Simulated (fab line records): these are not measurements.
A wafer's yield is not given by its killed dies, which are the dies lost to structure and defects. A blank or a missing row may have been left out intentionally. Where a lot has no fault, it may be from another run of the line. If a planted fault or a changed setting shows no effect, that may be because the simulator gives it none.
What tool caused it? | flow gf180mcu | Sampling: 13 lots, 39 wafers, 4 of 602 route steps

## WHAT THE GAUGES READ, wafer by wafer
GF_STI_THK_MEAS_04.
lot  | measured    | on            | STI_CVD_03_THK (nm)
L565 | day 1 14:59 | film-metro-03 | 209.8 208.1 209.3
L566 | day 1 18:35 | film-metro-04 | 210.8 209.8 210.7
L567 | day 1 23:34 | film-metro-01 | 210.9 210.0 210.3
L568 | day 2 04:34 | film-metro-03 | 207.6 208.2 208.5
L570 | day 2 14:34 | film-metro-04 | 204.7 206.0 204.3
L571 | day 2 19:35 | film-metro-03 | 206.2 206.1 205.3
L573 | day 3 05:46 | film-metro-03 | 206.3 203.5 203.8
L575 | day 3 16:07 | film-metro-03 | 210.1 209.6 208.2
L577 | day 4 01:34 | film-metro-01 | 208.4 209.5 208.0
L578 | day 4 07:13 | film-metro-03 | 209.1 208.4 209.3
L586 | day 5 23:56 | film-metro-04 | 363.5 362.8 362.5 363.3 362.8 362.3
L587 | day 6 04:01 | film-metro-03 | 360.4 361.6 361.4 360.4 361.3 361.3
L588 | day 6 09:11 | film-metro-03 | 209.2 208.8 207.7

GF_NSD_TW_MEAS_12.
lot  | measured     | on            | NSD_TW
L565 | day 13 13:40 | film-metro-02 | 4197 4189 4185
L566 | day 14 01:37 | film-metro-03 | 4343 4314 4329
L567 | day 14 14:13 | film-metro-03 | 4316 4328 4342
L568 | day 15 01:26 | film-metro-04 | 4217 4233 4227
L570 | day 15 06:58 | film-metro-03 | 4290 4303 4289
L571 | day 15 16:35 | film-metro-02 | 4183 4208 4204
L573 | day 16 02:28 | film-metro-02 | 4210 4178 4211
L575 | day 16 19:14 | film-metro-04 | 4247 4229 4230
L577 | day 17 18:25 | film-metro-04 | 4239 4230 4243
L578 | day 17 19:34 | film-metro-02 | 4202 4191 4223
L588 | day 20 17:55 | film-metro-03 | 4302 4321 4319

GF_V1_THK_MEAS_01.
lot  | measured     | on            | V1_CVD_00_THK (nm)
L565 | day 17 09:35 | film-metro-04 | 594 614 602
L566 | day 17 23:53 | film-metro-03 | 598 600 593
L567 | day 18 11:28 | film-metro-03 | 622 610 606
L568 | day 19 00:05 | film-metro-01 | 598 603 598
L570 | day 19 05:59 | film-metro-03 | 605 595 604
L571 | day 19 18:04 | film-metro-03 | 608 613 610
L573 | day 20 04:51 | film-metro-04 | 608 592 604
L575 | day 20 23:56 | film-metro-01 | 589 593 593
L577 | day 21 21:46 | film-metro-03 | 598 596 603
L578 | day 22 00:08 | film-metro-03 | 602 596 604
L588 | day 24 17:03 | film-metro-01 | 599 599 604

## TOOL THAT RAN EACH LOT (tool first, then ch and the chambers of the sampled wafers, then the start)
lot  | GF_STI_CVD_03
L565 | lpcvd-01 ch 1, day 1 12:58
L566 | lpcvd-02 ch 1, day 1 16:35
L567 | lpcvd-02 ch 1, day 1 21:34
L568 | lpcvd-01 ch 0, day 2 02:34
L570 | lpcvd-01 ch 1, day 2 12:34
L571 | lpcvd-01 ch 0, day 2 17:35
L573 | lpcvd-01 ch 0, day 3 03:47
L575 | lpcvd-02 ch 0, day 3 14:08
L577 | lpcvd-01 ch 0, day 3 23:34
L578 | lpcvd-02 ch 1, day 4 05:11
L586 | lpcvd-01 ch 1, day 5 21:56
L587 | lpcvd-01 ch 0, day 6 02:01
L588 | lpcvd-02 ch 0, day 6 07:10
- GF_STI_CVD_03: deposits Si3N4 from DCS/NH3, target thk 207.16 nm, time 3551 s.

## WHAT THE TOOLS THEMSELVES READ (means of the sampled wafers that have a number; where no wafer has one, the mark that the record gives instead)
GF_STI_CVD_03.
lot  | tool     | spike-tc-bottom-C (C) | spike-tc-centre-C (C) | spike-tc-lower-C (C) | spike-tc-top-C (C) | spike-tc-upper-C (C) | susceptor-temp-C (C) | zone-power-bottom-pct (%) | zone-power-top-pct (%)
L565 | lpcvd-01 | 789.4                 | 771.5                 | 770.9                | 785.6              | 770.4                | 770.2                | 23.5                      | 26.6
L566 | lpcvd-02 | 787.6                 | 769.4                 | 769.0                | 787.1              | 768.9                | 770.1                | 16.0                      | 25.4
L567 | lpcvd-02 | 788.5                 | 770.8                 | 769.2                | 785.7              | 768.1                | 769.8                | 15.8                      | 25.0
L568 | lpcvd-01 | 786.9                 | 769.9                 | 771.6                | 785.3              | 768.6                | 769.8                | 22.6                      | 24.8
L570 | lpcvd-01 | 787.9                 | 770.1                 | 771.3                | 785.3              | 771.2                | 770.1                | 23.5                      | 26.4
L571 | lpcvd-01 | 787.4                 | 769.4                 | 770.6                | 785.1              | 769.7                | 770.0                | 22.3                      | 24.9
L573 | lpcvd-01 | 787.1                 | 769.8                 | 770.7                | 784.7              | 769.1                | 769.9                | 22.4                      | 24.8
L575 | lpcvd-02 | 788.5                 | 770.8                 | 771.4                | 783.6              | 769.3                | 770.0                | 19.9                      | 24.6
L577 | lpcvd-01 | 786.3                 | 769.3                 | 770.9                | 783.9              | 769.0                | 769.7                | 22.6                      | 24.6
L578 | lpcvd-02 | 787.9                 | 770.6                 | 770.1                | 786.0              | 770.0                | 770.1                | 15.7                      | 25.1
L586 | lpcvd-01 | 821.7                 | 804.2                 | 804.1                | 817.9              | 805.3                | 803.3                | 25.6                      | 28.2
L587 | lpcvd-01 | 820.1                 | 804.1                 | 804.1                | 817.5              | 802.7                | 803.4                | 24.4                      | 26.3
L588 | lpcvd-02 | 789.0                 | 770.4                 | 770.5                | 783.0              | 770.5                | 769.7                | 19.9                      | 24.7

## THE ANSWER, worked out from the rows above alone
Rule: usual is defined by the lots themselves. Put in order of their means at a reading, lots are off if they are a third of the lots or fewer, leave a main group of 4 or more, and stand apart from it by a gap of 3 or more times the standard deviation of the main group's means; of several such gaps the widest counts. The tables above print the reading to a certain number of digits; a main group whose means all agree to those digits is not used. Also off: a lot with no number at a reading for which 4 or more lots have one. All remaining lots with rows at the step are treated as sound. The gauges are gone through in route order, then the tools' own readings, and for those a lot's mean is taken as printed above. At the first step where some lot is off, the reading lying furthest off is the one used; lots without a number count as furthest.
Off: L586, L587, seen at GF_STI_THK_MEAS_04 (STI_CVD_03_THK). The main group: mean 208.1 nm, standard deviation 1.9.
A tool fits if, at a process step before that reading, it ran every lot that is off, and no sound lot after the first of them. Not tried: the gauges at GF_STI_THK_MEAS_04; whatever is off there is also off at GF_STI_CVD_03, on other tools, and gauge error can't account for it. One fits: lpcvd-01 at GF_STI_CVD_03. A fault onset in the window from L577 (day 3 23:34, its last sound lot) to L586 (day 5 21:56, its first lot off) fits.
The tool's own readings at GF_STI_CVD_03 bear it out: on the lots that are off they differ by more than 5 times the standard deviation of the sound lots' means. spike-tc-bottom-C reads 820.9 C there against 787.9 C on the sound lots; spike-tc-centre-C reads 804.2 C there against 770.2 C on the sound lots; spike-tc-lower-C reads 804.1 C there against 770.6 C on the sound lots; spike-tc-top-C reads 817.7 C there against 785.0 C on the sound lots; spike-tc-upper-C reads 804.0 C there against 769.5 C on the sound lots; susceptor-temp-C reads 803.3 C there against 769.9 C on the sound lots.

## WHAT THE SIMULATOR PUT IN
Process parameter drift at GF_STI_CVD_03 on lpcvd-01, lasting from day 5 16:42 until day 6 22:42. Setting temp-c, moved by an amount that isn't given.
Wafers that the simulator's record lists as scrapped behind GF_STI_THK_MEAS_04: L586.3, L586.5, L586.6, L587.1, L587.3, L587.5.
Lots struck among those shown: L586, L587. The same result came from the rule above.
